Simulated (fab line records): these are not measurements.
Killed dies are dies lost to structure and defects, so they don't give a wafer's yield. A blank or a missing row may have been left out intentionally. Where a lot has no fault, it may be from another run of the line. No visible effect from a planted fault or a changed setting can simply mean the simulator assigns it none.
fab line records	flow sky130
record lots=6	wafers=18	last-day=50
route steps=708 shown LDD_N@252 LDD_P@255 LDD_HVN@267 PAD_OPEN@708
lots that met no fault: from a run of the same line without faults
start-h: the number of hours between the record's first day and the start of the first shown wafer of the lot	wait-h: hours since the lot's step before	" same as the row above	L1.1+2: one row covering several wafers at once	- no value, or no start given	* or withheld: withheld	< > ~ a bound
route shown NAME@n: a module of which the file shows steps, and the number in the route of the first	usual: mean/standard deviation of fault-free wafers	same: alike in all rows	chamber/n: place in a boat	sites: readings site by site	_std_site: their standard deviation	_edge_site: outer sites' mean less inner sites'	radius-mm: how far each site lies from the wafer's centre	mask NAME#n: copy n	behind: the most recent tool/chamber to have shaped the wafer	hold: cause of the lot's hold/its duration in hours/its outcome	device: names the non-switching transistor (n, p or np)	end of line: tests of these same wafers at the route's end	a step without rows: its recipe alone	killed: at the first sort, the dies lost to defects and structure; wafer yield is something else	map: dies across one wafer; x = killed, . = not, _ = none there
set.NAME: the run value of the setting; set.NAME@STEP: its run value at that earlier step	model.NAME: the simulator's own value behind a step, which no gauge read
certain route steps with their lots: each step a table, each wafer a row
services: the hour from which a tool's chamber was out of use, counted from the record's first day as start-h (under 0 if before that day), plus the number of hours and why
## steps
# step SKY_LDD_N_IMPLANT_15
# recipe species=BF2	energy-kev=50	dose-cm2=5e+12	tilt-deg=30	rotation-deg=270
# step SKY_LDD_N_STRIP_16
# recipe chemistry=O2/N2	power-w=1400	pressure-mtorr=1500	platen-temp-c=withheld	o2-flow-sccm=3000	n2-flow-sccm=300	overash-fraction=0.5
# usual drypump-motor-current-A=5.5/0.34	oes-product-au=0.406/0.0045	strip-time-to-endpoint-s=4.309/0.015
# same overash-fraction=0.5
lot.wafer	tool	chamber	start-h	wait-h	drypump-motor-current-A	oes-product-au	rf-hours-counter-h	strip-time-to-endpoint-s
L245.1	plasma-asher-03	1	417.15	0.1	5.9	0.409	73	4.286
L245.3	"	0	"	"	5.5	0.404	-	4.300
L245.5	"	0	"	"	5.5	0.405	-	4.262
L251.3	plasma-asher-03	1	467.38	0.1	5.9	0.410	-	4.323
L251.4	"	0	"	"	5.5	0.401	-	4.310
L251.6	"	0	"	"	5.5	0.415	-	4.313
L259.3	plasma-asher-03	0	547.75	0.1	5.5	0.405	-	4.325
L259.4	"	1	"	"	5.9	0.409	-	4.336
L259.5	"	1	"	"	5.9	0.404	-	4.324
L260.4	plasma-asher-03	0	552.00	0.1	5.5	0.410	-	4.316
L260.5	"	0	"	"	5.5	0.408	-	4.321
L260.6	"	1	"	"	5.9	0.399	-	4.306
L261.2	plasma-asher-03	0	554.87	0.1	5.5	0.407	12	4.303
L261.5	"	1	"	"	5.9	0.401	-	4.278
L261.6	"	0	"	"	5.5	0.405	-	4.290
L266.2	plasma-asher-04	1	602.61	0.1	4.8	0.409	81	4.327
L266.3	"	1	"	"	4.9	0.407	-	4.293
L266.5	"	0	"	"	5.4	0.401	-	4.300
# step SKY_LDD_N_TW_MEAS_17
# usual LDD_N_TW=2604/39
lot.wafer	tool	chamber	start-h	wait-h	LDD_N_TW
L245.1	film-metro-02	-	417.25	0.1	2578
L245.3	"	-	"	"	2570
L245.5	"	-	"	"	2573
L251.3	film-metro-02	-	467.47	0.1	2555
L251.4	"	-	"	"	2552
L251.6	"	-	"	"	2553
L259.3	film-metro-04	-	547.84	0.1	2648
L259.4	"	-	"	"	2672
L259.5	"	-	"	"	2651
L260.4	film-metro-03	-	552.10	0.1	2616
L260.5	"	-	"	"	2614
L260.6	"	-	"	"	2605
L261.2	film-metro-04	-	554.98	0.1	2641
L261.5	"	-	"	"	2633
L261.6	"	-	"	"	2637
L266.2	film-metro-04	-	602.72	0.1	2646
L266.3	"	-	"	"	2653
L266.5	"	-	"	"	2664
# step SKY_LDD_P_DEHYDRATE_00
# recipe temp-c=200	time-s=60
# step SKY_LDD_P_HMDS_01
# recipe prime-time-s=60	prime-temp-c=120
# step SKY_LDD_P_COAT_02
# recipe resist=NOVOLAK	spin-rpm=3000	resist-thk-nm=1140
# step SKY_LDD_P_SOFTBAKE_03
# recipe temp-c=90	time-s=60	resist=NOVOLAK
# step SKY_LDD_P_EXPOSE_04
# recipe mask-id=PSDM	na=0.6	source-shape=conventional	sigma-outer=0.6	polarization=unpolarized	target-cd-nm=380	dose-mj=138
# step SKY_LDD_P_PEB_05
# recipe temp-c=withheld	time-s=*	resist=NOVOLAK
# step SKY_LDD_P_DEVELOP_06
# recipe resist=NOVOLAK	developer=TMAH	develop-time-s=60	dev-temp-c=23
# step SKY_LDD_P_CD_MEAS_07
# recipe target-cd-nm=380
# usual cd-nm=380.0/2.2
lot.wafer	tool	chamber	start-h	wait-h	cd-nm
L245.1	cd-sem-01	-	448.23	0.1	379.2
L245.3	"	-	"	"	378.4
L245.5	"	-	"	"	378.3
L251.3	cd-sem-01	-	497.96	0.1	384.2
L251.4	"	-	"	"	386.2
L251.6	"	-	"	"	383.8
L259.3	cd-sem-02	-	577.50	0.1	384.6
L259.4	"	-	"	"	383.4
L259.5	"	-	"	"	383.2
L260.4	cd-sem-02	-	580.78	0.1	379.6
L260.5	"	-	"	"	380.6
L260.6	"	-	"	"	379.0
L261.2	cd-sem-02	-	583.34	0.1	378.1
L261.5	"	-	"	"	375.4
L261.6	"	-	"	"	378.9
L266.2	cd-sem-02	-	632.25	0.1	381.0
L266.3	"	-	"	"	378.9
L266.5	"	-	"	"	379.0
# step SKY_LDD_P_OVL_MEAS_08
# usual LDD_P_OVL=-1.3/1.6
lot.wafer	tool	chamber	start-h	wait-h	LDD_P_OVL[nm]
L245.1	overlay-01	-	448.35	0.1	1.0
L245.3	"	-	"	"	0.7
L245.5	"	-	"	"	0.8
L251.3	overlay-02	-	498.05	0.1	0.9
L251.4	"	-	"	"	-0.5
L251.6	"	-	"	"	-1.7
L259.3	overlay-01	-	577.60	0.1	0.3
L259.4	"	-	"	"	0.3
L259.5	"	-	"	"	1.0
L260.4	overlay-01	-	580.85	0.1	1.9
L260.5	"	-	"	"	0.6
L260.6	"	-	"	"	1.2
L261.2	overlay-02	-	583.44	0.1	-0.5
L261.5	"	-	"	"	-0.6
L261.6	"	-	"	"	-3.1
L266.2	overlay-01	-	632.35	0.1	-0.8
L266.3	"	-	"	"	-1.2
L266.5	"	-	"	"	0.0
# step SKY_LDD_P_IMPLANT_09
# recipe species=BF2	energy-kev=25	dose-cm2=1e+13	tilt-deg=withheld
# usual dose-ions-cm2=1e+13/9.9e+09	faraday-current-uA=56.3/1.1
# same implant-ion-amu=49
lot.wafer	tool	chamber	start-h	wait-h	dose-ions-cm2	faraday-current-uA
L245.1	implanter-02	0	448.38	0.0	1e+13	56.4
L245.3	"	0	"	"	9.974e+12	56.1
L245.5	"	0	"	"	9.998e+12	57.7
L251.3	implanter-04	0	498.12	0.1	1.0014e+13	56.7
L251.4	"	0	"	"	1.0005e+13	56.3
L251.6	"	0	"	"	9.995e+12	57.6
L259.3	implanter-03	0	577.67	0.1	9.999e+12	55.0
L259.4	"	0	"	"	9.988e+12	57.3
L259.5	"	0	"	"	9.995e+12	57.7
L260.4	implanter-04	0	580.99	0.1	1.5343e+13	86.1
L260.5	"	0	"	"	1.5344e+13	87.4
L260.6	"	0	"	"	1.5351e+13	87.8
L261.2	implanter-04	0	583.50	0.0	1.5346e+13	83.0
L261.5	"	0	"	"	1.5335e+13	85.8
L261.6	"	0	"	"	1.5347e+13	88.0
L266.2	implanter-02	0	632.41	0.0	1.0012e+13	54.2
L266.3	"	0	"	"	1.0019e+13	56.2
L266.5	"	0	"	"	9.998e+12	55.8
# step SKY_LDD_P_STRIP_10
# recipe chemistry=O2/N2	power-w=1400	pressure-mtorr=1500	platen-temp-c=withheld	o2-flow-sccm=3000	n2-flow-sccm=300	overash-fraction=0.5
# usual drypump-motor-current-A=5.69/0.18	oes-product-au=0.715/0.0045	strip-time-to-endpoint-s=14.18/0.044
# same overash-fraction=0.5
lot.wafer	tool	chamber	start-h	wait-h	drypump-motor-current-A	oes-product-au	rf-hours-counter-h	strip-time-to-endpoint-s
L245.1	plasma-asher-03	1	448.53	0.1	5.93	0.721	2	14.16
L245.3	"	0	"	"	5.52	0.717	-	14.19
L245.5	"	0	"	"	5.52	0.711	-	14.14
L251.3	plasma-asher-01	1	498.25	0.1	5.48	0.713	-	14.17
L251.4	"	0	"	"	5.94	0.722	-	14.17
L251.6	"	1	"	"	5.45	0.713	-	14.19
L259.3	plasma-asher-02	0	577.80	0.1	5.66	0.716	-	14.14
L259.4	"	1	"	"	5.62	0.718	-	14.18
L259.5	"	0	"	"	5.65	0.715	-	14.19
L260.4	plasma-asher-01	1	581.10	0.1	5.45	0.708	-	14.22
L260.5	"	1	"	"	5.47	0.716	-	14.21
L260.6	"	0	"	"	5.93	0.718	-	14.17
L261.2	plasma-asher-01	1	583.62	0.1	5.46	0.718	88	14.18
L261.5	"	0	"	"	5.96	0.722	-	14.21
L261.6	"	1	"	"	5.49	0.713	-	14.20
L266.2	plasma-asher-03	1	632.53	0.1	5.89	0.712	18	14.23
L266.3	"	1	"	"	5.91	0.710	-	14.23
L266.5	"	1	"	"	5.89	0.717	-	14.22
# step SKY_LDD_P_TW_MEAS_11
# usual LDD_P_TW=635/12
lot.wafer	tool	chamber	start-h	wait-h	LDD_P_TW
L245.1	film-metro-02	-	448.63	0.1	630
L245.3	"	-	"	"	629
L245.5	"	-	"	"	627
L251.3	film-metro-04	-	498.34	0.1	645
L251.4	"	-	"	"	650
L251.6	"	-	"	"	649
L259.3	film-metro-04	-	577.89	0.1	650
L259.4	"	-	"	"	652
L259.5	"	-	"	"	649
L260.4	film-metro-02	-	581.19	0.1	718
L260.5	"	-	"	"	716
L260.6	"	-	"	"	716
L261.2	film-metro-04	-	583.73	0.1	745
L261.5	"	-	"	"	744
L261.6	"	-	"	"	742
L266.2	film-metro-01	-	632.64	0.1	627
L266.3	"	-	"	"	624
L266.5	"	-	"	"	626
# step SKY_LDD_HVN_DEHYDRATE_00
# recipe temp-c=200	time-s=60
# step SKY_PAD_OPEN_PROBE_99
# usual killed_at_M0_to_M3=44/7.2	killed_at_M4_up=3.0/1.9	killed-at-contacts=25/4.8	killed-at-front-end=16/4.2	killed-at-other=0.2/0.44	killed-dies=88/9.3	killed-open=48/7.1	killed-short=40/6.5
# same gross-dies=492	killed-at-back-side=0
lot.wafer	tool	chamber	start-h	wait-h	killed_at_M0_to_M3	killed_at_M4_up	killed-at-contacts	killed-at-front-end	killed-at-other	killed-dies	killed-open	killed-short	model.etest.tip-p.rs-ohm-sq	model.etest.pfet_01v8.r-on-ohm-um	model.etest.pfet_01v8.drive-ua-um	model.etest.sram-pfet-latch.drive-ua-um	model.etest.pfet_01v8_hvt.drive-ua-um	model.etest.pfet_01v8_mvt.drive-ua-um	model.etest.pfet_01v8_lvt.drive-ua-um	model.etest.pfet_01v8.off-log10-a-um
L245.1	prober-02	-	1083.50	0.1	50	2	24	13	0	89	46	43	6851	2876	192.4	144.2	144	154.2	178	-9.597
L245.3	prober-02	-	1083.60	0.2	48	3	21	16	0	88	52	36	6798	2920	191.4	139.9	142.1	150	173.4	-9.565
L245.5	prober-02	-	1083.70	0.2	48	5	20	12	0	85	43	42	6866	2848	196.8	152.5	147.1	154.8	179.9	-9.316
L251.3	prober-02	-	1118.81	0.2	57	5	36	12	1	111	57	54	6939	2939	187.2	140.9	141	150	172.3	-10.18
L251.4	prober-02	-	1118.86	0.2	33	1	20	14	0	68	40	28	6944	2873	194.6	143.6	144.7	152.4	176.3	-9.81
L251.6	prober-02	-	1118.96	0.2	47	4	23	11	0	85	50	35	6901	2886	193	140.3	144.9	151.5	174	-9.8
L259.3	prober-02	-	1166.25	0.2	50	4	21	15	0	90	49	41	6879	2829	196.8	149.5	146.8	154.2	176.8	-9.521
L259.4	prober-02	-	1166.30	0.2	35	3	29	21	1	89	50	39	6936	2963	186.7	133.4	138.4	149.2	174.3	-10.26
L259.5	prober-02	-	1166.35	0.2	40	1	27	12	0	80	42	38	6954	2866	194.6	149.8	145.7	155.1	175.7	-9.757
L260.4	prober-01	-	1168.67	0.2	54	6	22	13	0	95	53	42	4865	2740	204.8	160	154.6	158.1	179.6	-8.905
L260.5	prober-01	-	1168.72	0.2	41	4	15	12	0	72	37	35	4873	2719	209	161.1	156.9	158.5	179.6	-8.774
L260.6	prober-01	-	1168.77	0.2	36	1	21	17	0	75	43	32	4871	2726	205.4	156.4	153.9	158.6	180.4	-8.993
L261.2	prober-02	-	1170.05	0.1	42	3	37	25	0	107	64	43	4873	2715	212.8	158.9	157.3	156.7	179.4	-8.645
L261.5	prober-02	-	1170.20	0.2	40	4	23	15	0	82	30	52	4813	2711	209.8	152.8	158.3	159.3	181	-8.872
L261.6	prober-02	-	1170.25	0.2	47	2	17	15	0	81	39	42	4825	2783	203.6	151.6	152.7	155.9	179.3	-9.22
L266.2	prober-01	-	1196.55	0.1	60	1	22	21	1	105	57	48	6860	2859	194.4	144.5	145.9	151.5	173.3	-9.252
L266.3	prober-01	-	1196.60	0.2	41	4	21	19	0	85	51	34	6859	2910	191.1	141.9	143.4	150.7	173.1	-9.462
L266.5	prober-01	-	1196.70	0.2	41	5	18	13	0	77	48	29	6826	2882	194.1	141.1	143.9	152.4	173.3	-9.319
# killed by level:class
L245.1 VIA1:geometric-particle:open=13 LI_CONTACT:geometric-particle:open=9 METAL2:geometric-particle:short=8 CONTACT:geometric-particle:open=5 VIA1:geometric-particle:short=5 METAL1:geometric-particle:short=5 VIA3:geometric-particle:open=5 LOCAL_INTERCONNECT:geometric-particle:short=4
L245.3 VIA1:geometric-particle:open=10 VIA3:geometric-particle:open=7 VIA1:geometric-particle:short=7 VIA2:geometric-particle:open=7 FIELD_ISO:geometric-particle:open=6 CONTACT:geometric-particle:open=6 LI_CONTACT:geometric-particle:open=4 CONTACT:geometric-particle:short=4
L245.5 VIA1:geometric-particle:open=12 CONTACT:geometric-particle:open=8 METAL1:geometric-particle:short=7 VIA3:geometric-particle:open=7 VIA1:geometric-particle:short=6 METAL2:geometric-particle:short=6 FIELD_ISO:geometric-particle:short=5 LI_CONTACT:geometric-particle:open=5
L251.3 VIA1:geometric-particle:open=15 METAL2:geometric-particle:short=11 CONTACT:geometric-particle:open=11 LI_CONTACT:geometric-particle:open=10 VIA2:geometric-particle:open=7 LOCAL_INTERCONNECT:geometric-particle:short=6 FIELD_ISO:geometric-particle:short=5 CONTACT:geometric-particle:short=5
L251.4 VIA1:geometric-particle:open=10 CONTACT:geometric-particle:open=9 FIELD_ISO:geometric-particle:open=6 VIA1:geometric-particle:short=5 VIA2:geometric-particle:open=5 LI_CONTACT:geometric-particle:short=4 METAL2:geometric-particle:short=4 LI_CONTACT:geometric-particle:open=3
L251.6 VIA1:geometric-particle:open=13 VIA3:geometric-particle:open=11 METAL1:geometric-particle:short=8 CONTACT:geometric-particle:open=7 CONTACT:geometric-particle:short=5 VIA2:geometric-particle:open=5 LI_CONTACT:geometric-particle:short=4 LI_CONTACT:geometric-particle:open=4
L259.3 VIA1:geometric-particle:open=10 METAL1:geometric-particle:short=8 CONTACT:geometric-particle:open=8 FIELD_ISO:geometric-particle:open=6 VIA2:geometric-particle:open=6 LOCAL_INTERCONNECT:geometric-particle:short=6 VIA1:geometric-particle:short=5 VIA2:geometric-particle:short=5
L259.4 LI_CONTACT:geometric-particle:open=10 CONTACT:geometric-particle:open=8 FIELD_ISO:geometric-particle:open=7 VIA1:geometric-particle:open=7 FIELD_ISO:geometric-particle:short=6 VIA2:geometric-particle:open=6 CONTACT:geometric-particle:short=5 METAL1:geometric-particle:short=4
L259.5 VIA1:geometric-particle:open=12 CONTACT:geometric-particle:open=10 CONTACT:geometric-particle:short=7 METAL2:geometric-particle:short=5 METAL1:geometric-particle:short=5 VIA1:geometric-particle:short=5 VIA3:geometric-particle:open=5 FIELD_ISO:geometric-particle:short=4
L260.4 VIA1:geometric-particle:open=16 LOCAL_INTERCONNECT:geometric-particle:short=8 VIA2:geometric-particle:open=8 METAL1:geometric-particle:short=6 POLY_GATE:geometric-particle:open=5 LI_CONTACT:geometric-particle:open=5 VIA3:geometric-particle:open=5 CONTACT:geometric-particle:short=4
L260.5 VIA1:geometric-particle:open=11 VIA3:geometric-particle:open=10 METAL1:geometric-particle:short=7 LI_CONTACT:geometric-particle:open=4 LOCAL_INTERCONNECT:geometric-particle:short=4 VIA2:geometric-particle:open=4 METAL4:geometric-particle:short=4 FIELD_ISO:geometric-particle:short=3
L260.6 VIA1:geometric-particle:open=9 FIELD_ISO:geometric-particle:open=6 VIA3:geometric-particle:open=6 CONTACT:geometric-particle:open=6 METAL1:geometric-particle:short=6 POLY_GATE:geometric-particle:open=5 LOCAL_INTERCONNECT:geometric-particle:short=4 LI_CONTACT:geometric-particle:short=4
L261.2 CONTACT:geometric-particle:open=16 LI_CONTACT:geometric-particle:open=10 VIA1:geometric-particle:open=9 FIELD_ISO:geometric-particle:short=8 POLY_GATE:geometric-particle:open=8 VIA2:geometric-particle:open=8 LOCAL_INTERCONNECT:geometric-particle:short=6 METAL3:geometric-particle:short=5
L261.5 CONTACT:geometric-particle:short=9 VIA2:geometric-particle:open=7 VIA3:geometric-particle:open=7 VIA1:geometric-particle:short=6 LOCAL_INTERCONNECT:geometric-particle:short=6 FIELD_ISO:geometric-particle:short=5 LI_CONTACT:geometric-particle:open=5 METAL1:geometric-particle:short=5
L261.6 VIA1:geometric-particle:open=8 VIA3:geometric-particle:open=7 METAL1:geometric-particle:short=6 METAL2:geometric-particle:short=6 VIA2:geometric-particle:open=6 LI_CONTACT:geometric-particle:open=5 POLY_GATE:geometric-particle:short=4 LOCAL_INTERCONNECT:geometric-particle:short=4
L266.2 VIA2:geometric-particle:open=13 CONTACT:geometric-particle:open=8 VIA1:geometric-particle:open=8 VIA2:geometric-particle:short=8 VIA3:geometric-particle:open=8 LI_CONTACT:geometric-particle:open=7 FIELD_ISO:geometric-particle:short=6 FIELD_ISO:geometric-particle:open=5
L266.3 LI_CONTACT:geometric-particle:open=8 CONTACT:geometric-particle:open=8 VIA3:geometric-particle:open=8 POLY_GATE:geometric-particle:open=6 METAL1:geometric-particle:short=6 VIA2:geometric-particle:open=6 FIELD_ISO:geometric-particle:short=5 METAL1:geometric-particle:open=5
L266.5 VIA1:geometric-particle:open=8 FIELD_ISO:geometric-particle:open=7 CONTACT:geometric-particle:open=7 VIA2:geometric-particle:open=5 LI_CONTACT:geometric-particle:open=5 CONTACT:geometric-particle:short=5 METAL1:geometric-particle:short=5 VIA1:geometric-particle:short=4
## services
tool	chamber	start-h	hours	kind
implanter-04	-	403.66	1.2	repair
plasma-asher-01	-	415.83	0.4	repair
implanter-02	-	420.97	4.2	pm
plasma-asher-03	-	421.25	9.0	pm
plasma-asher-03	0	421.25	9.0	vent-cycle
plasma-asher-03	1	421.25	9.0	vent-cycle
plasma-asher-03	-	427.01	0.8	repair
plasma-asher-03	0	430.25	-	clean
plasma-asher-03	1	430.25	-	clean
plasma-asher-01	-	431.53	0.6	repair
implanter-03	-	433.54	4.8	pm
plasma-asher-03	-	453.94	3.0	repair
implanter-02	-	481.34	2.6	repair
implanter-04	-	481.46	4.1	pm
plasma-asher-04	-	534.79	4.5	repair
plasma-asher-03	-	555.32	2.6	repair
implanter-03	-	577.96	8.2	repair
plasma-asher-03	-	586.27	9.3	repair
implanter-03	-	609.32	1.6	repair
implanter-03	-	622.93	2.3	repair
plasma-asher-04	-	624.06	4.9	repair
## key
first-sign step=SKY_LDD_P_IMPLANT_09	reading=dose-ions-cm2	direction=up	sigmas=99+	usual=*	struck=*
effect step=SKY_LDD_P_IMPLANT_09	reading=faraday-current-uA	direction=up	sigmas=27	usual=56.3	struck=86.4
effect step=SKY_LDD_P_TW_MEAS_11	reading=LDD_P_TW	direction=up	sigmas=8.2	usual=635	struck=730
model-effect step=SKY_PAD_OPEN_PROBE_99	value=etest.tip-p.rs-ohm-sq	without=6910	struck=4853
met-at SKY_LDD_P_IMPLANT_09
struck-wafers L260.4,L260.5,L260.6,L261.2,L261.5,L261.6
tester-left-out L260,L261
onset-between 498.12 580.99
fault kind=process-parameter-drift	tool=implanter-04	chamber=-	onset-h=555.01	steps=SKY_LDD_P_IMPLANT_09	channel=dose-cm2	offset=*	shape=step	end-h=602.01	acts-in=*	stated=*
# tester-left-out: of these lots the tester's yield and bins aren't shown, on N5 and GAA mostly nor the transistor test; their killed dies are dies lost to structure and defects alone, not to doping, threshold or leakage, so they don't give the yield
